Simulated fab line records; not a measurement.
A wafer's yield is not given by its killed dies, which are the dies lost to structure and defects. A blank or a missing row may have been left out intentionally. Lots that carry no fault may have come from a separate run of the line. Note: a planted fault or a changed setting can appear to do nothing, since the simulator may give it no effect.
8D (eight disciplines) problem report, filled in by code / flow gf180mcu / the parts of the form that need people (team, actions taken, sign-off) are left out

1. WHAT WENT WRONG
Mean of cd_nm at GF_STI_CD_MEAS_12: 203.7 nm across 2 wafers in 2 lots; on wafers with no fault it is 219.6 nm (standard deviation 1.3). Measured from the usual mean, that is -12 standard deviations.
The step: target cd 220 nm.
The first sign was on wafer L522.1 at day 6 12:46, on cd_sem-02. The record has a number at this step for 38 wafers belonging to 14 lots. Rule for "out", or "out of limits": more than 4 standard deviations from the usual mean. Any other wafer with a number is counted as sound.

2. WHAT IT IS, WHAT IT ISN'T
question=which readings at this step | is=cd_nm | is not=-
question=which lots | is=L522, L523 | is not=L501, L502, L503, L504, L505, L506, L507, L508, L510, L511, L512, L524
question=which wafers of those lots | is=all that have a number | is not=-
question=read on which gauges | is=cd_sem-01, cd_sem-02 | is not=-
question=when | is=from day 6 12:46 | is not=up to then (33 sound wafers); but 3 sound wafers of L524 came after

3. WHAT RULES OUT EACH SUSPECT
Counting: a tool at a process step up to the reading stays a suspect if it ran every lot that is out and no sound lot after the first of them.
- the gauge at GF_STI_CD_MEAS_12 is ruled out. Those wafers that are out were read across 2 gauges (cd_sem-01, cd_sem-02).
- krf_scanner-02 at GF_STI_EXPOSE_09 (exposes mask COMP, target cd 220 nm): kept. Every lot that is out went through it, starting with L522 (day 6 05:48), and after that it ran no sound lot; the last sound lot it ran before then is L512 (day 4 03:11).
Left after counting: krf_scanner-02 at GF_STI_EXPOSE_09.

4. THE CAUSE (what the simulator had put in)
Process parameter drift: krf_scanner-02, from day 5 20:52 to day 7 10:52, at GF_STI_EXPOSE_09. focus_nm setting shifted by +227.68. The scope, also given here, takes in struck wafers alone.
This tool alone remained once counting was done.

5. THE EFFECT CHAIN, in route order
Rows list readings where the struck wafers' mean (over those with a number) sits beyond 3 standard deviations from the usual. Readings are gone through only where the record gives a usual standard deviation; hours: the median, over the lots, of the time from a lot's start at the first step in this table giving one to that lot's start at this step; sigmas: the change measured in usual standard deviations.
hours=0; step=GF_STI_CD_MEAS_12; reading=cd_nm; usual=219.6 nm; on struck wafers=203.7; change=-15.9; sigmas=-12

6. WHAT WOULD HAVE CAUGHT IT SOONER
16 hours passed between the start of the fault at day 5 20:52 and the first reading out of limits at a measuring or inspecting step in this record, taken at day 6 12:46.
No tool reading at GF_STI_EXPOSE_09 that has a usual standard deviation in the record was out on any struck wafer, so an alarm limit of 4 standard deviations on those readings would not have fired.
All the lots that are out (2) had begun GF_STI_EXPOSE_09 on krf_scanner-02 by day 6 12:46. Holding the tool at that point would not have protected any of them.
